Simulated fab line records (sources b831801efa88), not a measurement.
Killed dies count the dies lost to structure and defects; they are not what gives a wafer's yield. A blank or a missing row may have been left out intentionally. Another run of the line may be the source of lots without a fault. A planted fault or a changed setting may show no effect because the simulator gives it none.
fab line records	flow gf180mcu
record: lots: 11	wafers: 33	lastDay: 34
route steps=602 shown VT_IMPLANT@121 M1@317 V2@383
lots untouched by any fault: they come from a run of this same line in which no faults occurred
startH: hours from the record's opening day to when the first of the lot's shown wafers began	waitH: hours elapsed since this lot's preceding step	" repeats the value in the row above	L1.1+2: one row covering several wafers at once	- no value, or no start was given	* or withheld: withheld	< > ~ a bound
route shown NAME@n: NAME is a module with steps in the file, n the number in the route of the first one	usual: the fault-free wafers' mean and standard deviation	same: alike in all rows	chamber/n: place in a boat	sites: readings site by site	_std_site: standard deviation across them	_edge_site: outer sites' mean less inner sites'	radiusMm: for every site, how far away it sits from the centre of the wafer	mask NAME#n: copy n	behind: tool/chamber where the wafer was last shaped	hold: what put the lot on hold/how long, in hours/how the hold closed	device: transistor that didn't switch, given as n, p or np	end of line: the same wafers' tests at the end of the route	a step without rows: its recipe alone	killed: dies that structure and defects cost at the first sort, which is not the same as the wafer's yield	map: the dies of a wafer, with x for killed, . for not killed, _ for no die there
set.NAME: the setting as run; set.NAME@STEP: as run at that earlier step	model.NAME: the simulator's own value behind a step, which no gauge read
steps of the route over a sample of lots; a table a step, a row a wafer
services: when a tool's chamber went out of use (startH, in hours from the record's first day, below 0 if earlier), for how many hours, and the reason
== steps ==
step: GF_VT_IMPLANT_STRIP_31
recipe: chemistry: O2/N2	powerW: 1400	pressureMtorr: 1500	platenTempC: 250	o2FlowSccm: 3000	n2FlowSccm: 300	overashFraction: 0.5
usual: drypumpMotorCurrentA: 6.05/0.085	heaterPowerW: 349/33	oesProductAu: 0.716/0.0045	stripTimeToEndpointS: 12.64/0.037
lot.wafer	tool	chamber	startH	waitH	drypumpMotorCurrentA	heaterPowerW	oesProductAu	rfHoursCounterH	stripTimeToEndpointS
L158.1	plasmaAsher-04	0	156.28	0.1	6.00	322	0.709	53	12.67
L158.3	"	1	"	"	6.00	333	0.715	-	12.60
L158.6	"	1	"	"	5.99	338	0.720	-	12.59
L160.1	plasmaAsher-03	1	157.07	0.1	6.02	340	0.718	50	12.63
L160.2	"	0	"	"	6.12	337	0.721	50	12.62
L160.5	"	0	"	"	6.12	340	0.711	-	12.58
L164.1	plasmaAsher-04	0	175.57	0.1	6.01	331	0.720	55	12.59
L164.3	"	0	"	"	6.02	330	0.713	-	12.63
L164.4	"	1	"	"	5.96	327	0.709	-	12.61
L165.1	plasmaAsher-02	0	181.27	0.1	6.20	414	0.716	6	12.63
L165.2	"	1	"	"	6.03	327	0.713	6	12.63
L165.6	"	1	"	"	6.04	333	0.709	-	12.64
L166.1	plasmaAsher-03	1	187.68	0.1	6.04	345	0.723	54	12.63
L166.3	"	1	"	"	6.03	345	0.708	-	12.61
L166.6	"	0	"	"	6.13	335	0.720	-	12.64
L169.4	plasmaAsher-03	1	206.56	0.1	6.00	348	0.711	-	12.70
L169.5	"	1	"	"	5.99	348	0.719	-	12.72
L169.6	"	0	"	"	6.13	334	0.708	-	12.70
L172.2	plasmaAsher-04	1	226.17	0.1	5.94	332	0.710	60	12.59
L172.3	"	0	"	"	5.99	321	0.710	-	12.56
L172.4	"	1	"	"	5.93	332	0.718	-	12.57
L175.1	plasmaAsher-04	0	243.53	0.1	6.00	331	0.718	62	12.66
L175.2	"	1	"	"	5.99	328	0.732	62	12.61
L175.4	"	1	"	"	5.95	322	0.712	-	12.63
L177.1	plasmaAsher-04	1	261.57	0.1	5.90	339	0.714	64	12.64
L177.5	"	0	"	"	6.03	329	0.718	-	12.58
L177.6	"	1	"	"	5.97	343	0.716	-	12.62
L179.3	plasmaAsher-02	0	273.01	0.1	6.19	421	0.719	-	12.74
L179.4	"	1	"	"	6.02	326	0.719	-	12.68
L179.5	"	1	"	"	6.01	328	0.719	-	12.69
L180.3	plasmaAsher-02	0	278.41	0.1	6.22	416	0.713	-	12.71
L180.4	"	1	"	"	6.02	329	0.719	-	12.66
L180.6	"	0	"	"	6.20	421	0.719	-	12.68
step: GF_M1_SPUTTER_02
recipe: material: AlCu	targetThkNm: 450	powerW: 10600	timeS: 23.9	chamberPressurePa: 0.4
usual: throttleValvePct: 30.9/1.1
lot.wafer	tool	chamber	startH	waitH	throttleValvePct
L160.1	pvdSputter-04	-	377.20	0.0	32.5
L160.2	"	-	"	"	31.3
L160.5	"	-	"	"	32.4
L158.1	pvdSputter-01	-	379.61	0.0	31.3
L158.3	"	-	"	"	30.8
L158.6	"	-	"	"	31.3
L164.1	pvdSputter-01	-	408.02	0.0	31.6
L164.3	"	-	"	"	31.4
L164.4	"	-	"	"	31.6
L165.1	pvdSputter-01	-	411.50	0.0	31.7
L165.2	"	-	"	"	31.2
L165.6	"	-	"	"	30.7
L166.1	pvdSputter-01	-	425.58	0.0	31.4
L166.3	"	-	"	"	30.6
L166.6	"	-	"	"	31.7
L169.4	pvdSputter-04	-	448.61	0.0	30.7
L169.5	"	-	"	"	30.4
L169.6	"	-	"	"	32.1
L172.2	pvdSputter-01	-	483.11	0.0	30.6
L172.3	"	-	"	"	31.6
L172.4	"	-	"	"	31.5
L175.1	pvdSputter-01	-	505.73	0.0	30.6
L175.2	"	-	"	"	31.3
L175.4	"	-	"	"	31.8
L177.1	pvdSputter-03	-	522.71	0.0	32.3
L177.5	"	-	"	"	31.6
L177.6	"	-	"	"	30.7
L179.3	pvdSputter-03	-	538.66	0.0	30.9
L179.4	"	-	"	"	28.3
L179.5	"	-	"	"	30.6
L180.3	pvdSputter-03	-	544.47	0.0	32.3
L180.4	"	-	"	"	30.5
L180.6	"	-	"	"	31.0
step: GF_M1_SPUTTER_03
recipe: material: Ti	targetThkNm: 10	substrateTempC: 300	chamberPressurePa: 0.3	powerW: 3000	timeS: 6.7
usual: throttleValvePct: 30.9/1.1
lot.wafer	tool	chamber	startH	waitH	throttleValvePct
L160.1	pvdSputter-04	-	377.23	0.0	32.1
L160.2	"	-	"	"	30.7
L160.5	"	-	"	"	32.3
L158.1	pvdSputter-01	-	379.64	0.0	31.2
L158.3	"	-	"	"	30.7
L158.6	"	-	"	"	31.8
L164.1	pvdSputter-01	-	408.05	0.0	31.9
L164.3	"	-	"	"	31.3
L164.4	"	-	"	"	31.9
L165.1	pvdSputter-01	-	411.53	0.0	31.4
L165.2	"	-	"	"	31.4
L165.6	"	-	"	"	30.8
L166.1	pvdSputter-01	-	425.61	0.0	31.3
L166.3	"	-	"	"	30.7
L166.6	"	-	"	"	31.5
L169.4	pvdSputter-04	-	448.64	0.0	31.0
L169.5	"	-	"	"	30.6
L169.6	"	-	"	"	32.1
L172.2	pvdSputter-01	-	483.13	0.0	30.2
L172.3	"	-	"	"	31.4
L172.4	"	-	"	"	31.7
L175.1	pvdSputter-01	-	505.76	0.0	30.6
L175.2	"	-	"	"	31.3
L175.4	"	-	"	"	31.5
L177.1	pvdSputter-03	-	522.74	0.0	32.4
L177.5	"	-	"	"	31.4
L177.6	"	-	"	"	30.5
L179.3	pvdSputter-03	-	538.69	0.0	30.9
L179.4	"	-	"	"	28.5
L179.5	"	-	"	"	31.0
L180.3	pvdSputter-03	-	544.50	0.0	32.4
L180.4	"	-	"	"	30.6
L180.6	"	-	"	"	31.2
step: GF_M1_RS_MEAS_05
recipe: thkMeasGauge: four-point-probe	reads: TiN_of_M1_SPUTTER_04+Ti_of_M1_SPUTTER_03+AlCu_of_M1_SPUTTER_02+TiN_of_M1_SPUTTER_01+Ti_of_M1_SPUTTER_00
usual: M1_ALCU_RS: 0.0692/0.001
lot.wafer	tool	chamber	startH	waitH	M1_ALCU_RS[ohm/sq]
L160.1	filmMetro-03	-	377.29	0.0	0.0688
L160.2	"	-	"	"	0.0675
L160.5	"	-	"	"	0.0686
L158.1	filmMetro-03	-	379.70	0.0	0.0696
L158.3	"	-	"	"	0.0697
L158.6	"	-	"	"	0.0695
L164.1	filmMetro-01	-	408.11	0.0	0.0707
L164.3	"	-	"	"	0.0708
L164.4	"	-	"	"	0.0703
L165.1	filmMetro-03	-	411.59	0.0	0.0694
L165.2	"	-	"	"	0.0701
L165.6	"	-	"	"	0.0692
L166.1	filmMetro-04	-	425.67	0.0	0.0696
L166.3	"	-	"	"	0.0693
L166.6	"	-	"	"	0.0696
L169.4	filmMetro-01	-	448.76	0.1	0.0680
L169.5	"	-	"	"	0.0681
L169.6	"	-	"	"	0.0686
L172.2	filmMetro-04	-	483.22	0.0	0.0781
L172.3	"	-	"	"	0.0693
L172.4	"	-	"	"	0.0686
L175.1	filmMetro-04	-	505.82	0.0	0.0695
L175.2	"	-	"	"	0.0775
L175.4	"	-	"	"	0.0689
L177.1	filmMetro-01	-	522.80	0.0	0.0712
L177.5	"	-	"	"	0.0701
L177.6	"	-	"	"	0.0702
L179.3	filmMetro-01	-	538.79	0.1	0.0692
L179.4	"	-	"	"	0.0697
L179.5	"	-	"	"	0.0690
L180.3	filmMetro-04	-	544.60	0.1	0.0700
L180.4	"	-	"	"	0.0686
L180.6	"	-	"	"	0.0691
step: GF_M1_THK_MEAS_06
recipe: thkMeasGauge: xrf	reads: AlCu_of_M1_SPUTTER_02
usual: M1_ALCU_THK: 455/6.9
lot.wafer	tool	chamber	startH	waitH	M1_ALCU_THK[nm]
L160.1	filmMetro-03	-	377.41	0.1	461
L160.2	"	-	"	"	469
L160.5	"	-	"	"	460
L158.1	filmMetro-03	-	379.82	0.1	453
L158.3	"	-	"	"	457
L158.6	"	-	"	"	455
L164.1	filmMetro-01	-	408.23	0.1	445
L164.3	"	-	"	"	443
L164.4	"	-	"	"	448
L165.1	filmMetro-03	-	411.71	0.1	455
L165.2	"	-	"	"	453
L165.6	"	-	"	"	457
L166.1	filmMetro-04	-	425.79	0.1	450
L166.3	"	-	"	"	453
L166.6	"	-	"	"	454
L169.4	filmMetro-01	-	448.85	0.1	457
L169.5	"	-	"	"	460
L169.6	"	-	"	"	455
L172.2	filmMetro-04	-	483.33	0.1	402
L172.3	"	-	"	"	456
L172.4	"	-	"	"	460
L175.1	filmMetro-04	-	505.94	0.1	453
L175.2	"	-	"	"	407
L175.4	"	-	"	"	460
L177.1	filmMetro-01	-	522.92	0.1	441
L177.5	"	-	"	"	446
L177.6	"	-	"	"	446
L179.3	filmMetro-01	-	538.89	0.1	456
L179.4	"	-	"	"	451
L179.5	"	-	"	"	455
L180.3	filmMetro-04	-	544.70	0.1	450
L180.4	"	-	"	"	459
L180.6	"	-	"	"	458
step: GF_V2_THK_MEAS_01
recipe: reads: SiO2_of_V2_CVD_00
usual: V2_CVD_00_THK: 598/6
lot.wafer	tool	chamber	startH	waitH	V2_CVD_00_THK[nm]
L160.1	filmMetro-03	-	456.50	0.0	592
L160.2	"	-	"	"	596
L160.5	"	-	"	"	593
L158.1	filmMetro-03	-	459.13	0.0	596
L158.3	"	-	"	"	593
L158.6	"	-	"	"	594
L164.1	filmMetro-03	-	484.73	0.0	603
L164.3	"	-	"	"	593
L164.4	"	-	"	"	597
L165.1	filmMetro-01	-	487.26	0.0	598
L165.2	"	-	"	"	602
L165.6	"	-	"	"	607
L166.1	filmMetro-01	-	501.37	0.0	604
L166.3	"	-	"	"	598
L166.6	"	-	"	"	600
L169.4	filmMetro-01	-	520.63	0.0	592
L169.5	"	-	"	"	590
L169.6	"	-	"	"	598
L172.2	filmMetro-03	-	554.51	0.0	588
L172.3	"	-	"	"	594
L172.4	"	-	"	"	591
L175.1	filmMetro-02	-	577.37	0.0	599
L175.2	"	-	"	"	597
L175.4	"	-	"	"	596
L177.1	filmMetro-03	-	593.05	0.0	598
L177.5	"	-	"	"	599
L177.6	"	-	"	"	600
L179.3	filmMetro-01	-	609.19	0.1	603
L179.4	"	-	"	"	594
L179.5	"	-	"	"	608
L180.3	filmMetro-03	-	613.37	0.1	591
L180.4	"	-	"	"	593
L180.6	"	-	"	"	592
== services ==
tool	chamber	startH	hours	kind
pvdSputter-01	-	150.14	2.4	repair
plasmaAsher-02	-	176.75	2.1	repair
pvdSputter-01	3	178.30	-	consumableReplace:kit
pvdSputter-01	3	178.30	18.0	scheduledDown
pvdSputter-01	3	178.30	18.0	ventCycle
plasmaAsher-02	-	199.56	2.5	repair
pvdSputter-03	-	209.55	11.7	repair
pvdSputter-03	0	237.64	-	consumableReplace:kit
pvdSputter-03	0	237.64	18.0	scheduledDown
plasmaAsher-02	-	238.67	1.4	repair
plasmaAsher-03	-	241.56	10.0	pm
plasmaAsher-02	-	279.30	4.5	repair
plasmaAsher-03	-	291.79	12.4	repair
plasmaAsher-02	-	300.37	22.3	repair
pvdSputter-01	-	332.51	1.9	repair
pvdSputter-01	-	339.81	10.0	repair
plasmaAsher-02	-	420.09	20.9	pm
plasmaAsher-04	-	421.25	9.0	pm
pvdSputter-01	-	472.45	0.9	repair
pvdSputter-01	-	472.68	3.9	repair
plasmaAsher-02	-	520.27	2.1	repair
pvdSputter-04	-	523.28	0.7	repair
plasmaAsher-03	-	524.07	2.1	repair
pvdSputter-04	-	537.10	0.6	repair
== key ==
firstSign: step: GF_M1_RS_MEAS_05	reading: M1_ALCU_RS	direction: up	sigmas: 8.6	usual: 0.0692	struck: 0.0778
effect: step: GF_M1_THK_MEAS_06	reading: M1_ALCU_THK	direction: down	sigmas: 7.3	usual: 455	struck: 404
metAt GF_M1_SPUTTER_02
struckLots L172,L175
struckWafers L172.2,L175.2
notActingAt GF_VT_IMPLANT_STRIP_31,GF_M1_SPUTTER_03,GF_V2_THK_MEAS_01
onsetBetween 425.58 483.11
fault: kind: processParameterDrift	tool: pvdSputter-01	chamber: -	onsetH: 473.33	steps: GF_M1_SPUTTER_02	channel: targetThkNm	offset: -49.006	shape: step	endH: 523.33	scope: struckWafersOnly	actsIn: theseRecipesOnly	stated: 450
